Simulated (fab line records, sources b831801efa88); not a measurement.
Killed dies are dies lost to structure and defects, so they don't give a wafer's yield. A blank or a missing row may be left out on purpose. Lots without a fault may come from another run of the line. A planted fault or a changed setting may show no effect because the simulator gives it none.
A struck lot beside a sound one | flow gf180mcu | 15 steps out of a route of 602
Sound: wafers L586.1, L586.5, L586.6. Struck: wafer L589.4. The cause comes at the end.
At each step with rows: each side's tool, then ch and its chambers, then its first start. Under that, the readings that differ: sound wafers | struck wafers | difference of the means | sigmas: that difference in standard deviations of wafers without a fault.
alike: readings whose means differ by less than 2 such deviations, and words and numbers that are the same on both sides. not compared: withheld readings, readings that some wafer has no value for, bounds like >300 that may hide the same value, and numbers for which the record gives no deviation and whose values overlap.
The two part at a step that has a row with sigmas, a row that says differs or no value, or rows on one side only. Numbers that don't overlap but have no deviation are shown without sigmas and don't part them. A reading that every wafer of one side lacks parts them only if that side has two wafers or more.

GF_SAB_CVD_00: deposits SiO2 from TEOS, target thk 50 nm, time 4.9302 s.
  sound on pecvd-03 ch 0,2, day 15 17:51; struck on pecvd-01 ch 1, day 16 19:14
  alike: heater_power_w
  not compared: since_wet_clean_h
GF_SAB_THK_MEAS_01:
  sound on film_metro-02, day 15 17:52; struck on film_metro-02, day 16 19:16
  alike: SAB_CVD_00_THK
then, 7 steps without rows for these wafers: GF_SAB_DEHYDRATE_02 (time 60 s); GF_SAB_HMDS_03 (prime time 60 s); GF_SAB_COAT_04 (resist thk 1000 nm); GF_SAB_SOFTBAKE_05 (time 60 s); GF_SAB_EXPOSE_06 (exposes mask SAB, target cd 420 nm); GF_SAB_PEB_07; GF_SAB_DEVELOP_08 (develop time 60 s).
GF_SAB_CD_MEAS_09: target cd 420 nm.
  sound on cd_sem-02, day 16 16:32; struck on cd_sem-01, day 17 17:13
  alike: cd_nm
GF_SAB_OVL_MEAS_10:
  sound on overlay-02, day 16 16:39; struck on overlay-01, day 17 17:17
  alike: SAB_OVL
GF_SAB_ETCH_11: etches SiO2 in C4F8/O2/Ar, target depth 55 nm, time 8.5 s.
  sound on rie_diel-01 ch 1,2, day 16 16:41; struck on rie_diel-01 ch 0, day 17 17:18
  alike: oes_product_au
  not compared: rf_hours_counter_h
GF_SAB_WET_ETCH_12: etches SiO2 in dHF, target depth 22 nm, time 440 s.
  sound on wet_bench-03 ch 1, day 16 16:43; struck on wet_bench-03 ch 1, day 17 17:19
  reading    | sound             | struck | difference | sigmas
  temp_c (C) | 24.88 25.03 25.05 | 25.49  | +0.50      | +5
GF_SAB_STRIP_13: strips in O2/N2.
  sound on plasma_asher-01 ch 0,1, day 16 16:51; struck on plasma_asher-04 ch 1, day 17 17:30
  alike: drypump_motor_current_A, heater_power_w, oes_product_au, strip_time_to_endpoint_s
  not compared: rf_hours_counter_h
GF_PASSIVATION_PROBE_99:
  the record has rows for the sound wafers here (prober-02, day 30 08:05) and none for the struck ones

WHERE THEY PART
First at GF_SAB_WET_ETCH_12; last, within this record, at GF_PASSIVATION_PROBE_99.

WHY: what the simulator had put in
Process parameter drift: wet_bench-03, from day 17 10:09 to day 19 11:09, at GF_SAB_WET_ETCH_12. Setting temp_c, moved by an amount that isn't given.
